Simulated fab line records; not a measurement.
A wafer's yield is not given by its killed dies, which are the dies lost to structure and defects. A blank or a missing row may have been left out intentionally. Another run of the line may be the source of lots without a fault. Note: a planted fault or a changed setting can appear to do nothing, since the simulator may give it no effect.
Struck lot and sound lot, side by side | flow sky130 | 14 out of 708 route steps
Sound: wafers L867.1, L867.2, L867.3. The struck wafers were L876.3, L876.5, L876.6. At the end, the cause is stated.
Order at every step that has rows: each side's tool, ch and its chambers, its first start. Under that, the readings that differ: sound wafers | struck wafers | difference of the means | sigmas: that difference in standard deviations of wafers without a fault.
alike: a reading whose means differ by less than 2 such deviations, as well as words and numbers matching on both sides. not compared: withheld readings; readings where some wafer has no value; bounds like >300 that might hide an equal value; numbers whose values overlap and for which the record gives no deviation.
A row with sigmas, a row that says differs or no value, or rows on one side alone: a step with any of these is where the two part. When numbers do not overlap yet have no deviation, they are printed without sigmas and do not part them. Lack of a reading on every wafer of one side parts them only where that side has two or more wafers.

SKY_SD_N_RS_MEAS_17: uses a four-point probe to measure.
  sound on film metro-01 at day 30 01:05; struck on film metro-03 at day 33 11:45
  reading          | sound             | struck            | difference | sigmas
  SD_P_RS (ohm/sq) | 146.0 146.4 146.5 | 147.1 147.2 147.5 | +1.0       | +2
SKY_SD_N_RS_MEAS_18: uses a four-point probe to measure.
  sound on film metro-01 at day 30 01:13; struck on film metro-03 at day 33 11:52
  alike: RES_XHIGH_RS
then, 2 steps without rows for these wafers: SKY_SALICIDE_CLEAN_00 (cleans in HF-last, time 30 s); SKY_LI_CONTACT_HDPCVD_00 (deposits PSG, target thk 930 nm, time 155 s).
SKY_LI_CONTACT_THK_MEAS_01:
  sound on film metro-02 at day 30 01:27; struck on film metro-01 at day 33 12:05
  alike: LI_CONTACT_HDPCVD_THK
SKY_LI_CONTACT_CMP_02: polishes PSG.
  sound on cmp-01 ch 0,2,3, day 30 01:31; struck on cmp-02 ch 0,1,2, day 33 12:14
  alike: motor current A, time to endpoint s
SKY_LI_CONTACT_BOW_MEAS_03:
  sound on film metro-03 at day 30 01:49; struck on film metro-02 at day 33 12:28
  alike: LI_CONTACT_BOW
then, 5 steps without rows for these wafers: SKY_LI_CONTACT_DEHYDRATE_04 (time 60 s); SKY_LI_CONTACT_HMDS_05 (prime time 60 s); SKY_LI_CONTACT_COAT_06 (resist thk 60 nm); SKY_LI_CONTACT_COAT_07 (resist thk 450 nm); SKY_LI_CONTACT_SOFTBAKE_08 (time 90 s).
SKY_LI_CONTACT_EXPOSE_09: exposes mask LICM1, target cd 170 nm.
  sound on krf scanner-01 ch 0, day 30 15:06; struck on krf scanner-01, day 34 02:12
  no value came back on the struck wafers for exposure dose mJ cm2, focus offset nm (nm), sigma outer; on the sound wafers exposure dose mJ cm2 reads 37.92 37.96 37.99
  alike: mask
after that, 1 step had no rows for these wafers: SKY_LI_CONTACT_PEB_10.

== WHERE THEY PART ==
At SKY_SD_N_RS_MEAS_17 first; at SKY_LI_CONTACT_EXPOSE_09 last (within this record only).

WHY: whatever the simulator had introduced
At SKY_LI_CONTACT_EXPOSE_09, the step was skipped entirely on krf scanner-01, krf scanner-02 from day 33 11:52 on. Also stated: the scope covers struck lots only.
